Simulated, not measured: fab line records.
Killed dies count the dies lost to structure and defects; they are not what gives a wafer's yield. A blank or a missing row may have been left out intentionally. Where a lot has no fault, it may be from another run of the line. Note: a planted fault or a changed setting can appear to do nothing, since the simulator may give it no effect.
Chamber matching ; flow gf180mcu ; cmp-01 running GF_V4_CMP_04: 4 sister chambers
The step polishes SiO2. 4 wafers are shown with their chamber, then 11 later ones without.

== EACH WAFER AND ITS CHAMBER ==
wafer;chamber;motorCurrentA (A)
L087.5;2;12.1
L089.6;1;12.5
L090.3;0;13.3
L091.1;3;12.7

== WAFERS WITHOUT THEIR CHAMBER ==
wafer;motorCurrentA (A)
L091.2;11.5
L091.5;13.5
L094.1;12.8
L094.2;12.7
L094.5;13.9
L095.1;12.3
L095.3;13.0
L095.6;12.9
L096.1;13.0
L096.2;11.9
L096.5;12.7

== WHICH CHAMBER EACH WENT THROUGH ==
wafer;from the rows above;in truth
L091.2;can't be placed: 2 or 1 or 3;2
L091.5;can't be placed: 0 or 3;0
L094.1;can't be placed: 3 or 1 or 0 or 2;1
L094.2;can't be placed: 3 or 1 or 2 or 0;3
L094.5;can't be placed: 0 or 3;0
L095.1;can't be placed: 1 or 2 or 3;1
L095.3;can't be placed: 0 or 3 or 1 or 2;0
L095.6;can't be placed: 3 or 0 or 1 or 2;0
L096.1;can't be placed: 0 or 3 or 1 or 2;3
L096.2;can't be placed: 2 or 1 or 3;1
L096.5;can't be placed: 3 or 1 or 2 or 0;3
Placed correctly: 0 of 11. Not placeable from these rows: 11 (in 11, the candidates include the true chamber). Placed wrongly: 0.
How it was worked out, from the rows above alone: a wafer's distance from a chamber is the root of the sum, over the readings, of the square of ((its reading less the chamber's mean) divided by the reading's scatter). The wafer belongs to the nearest chamber; if the next one is less than 2 further off, it can't be placed. For every chamber, the mean is computed from those of its wafers that are shown. The scatter: with one shown wafer a chamber, the root of the mean of the squares of how far each hidden wafer lies from its nearest shown one.
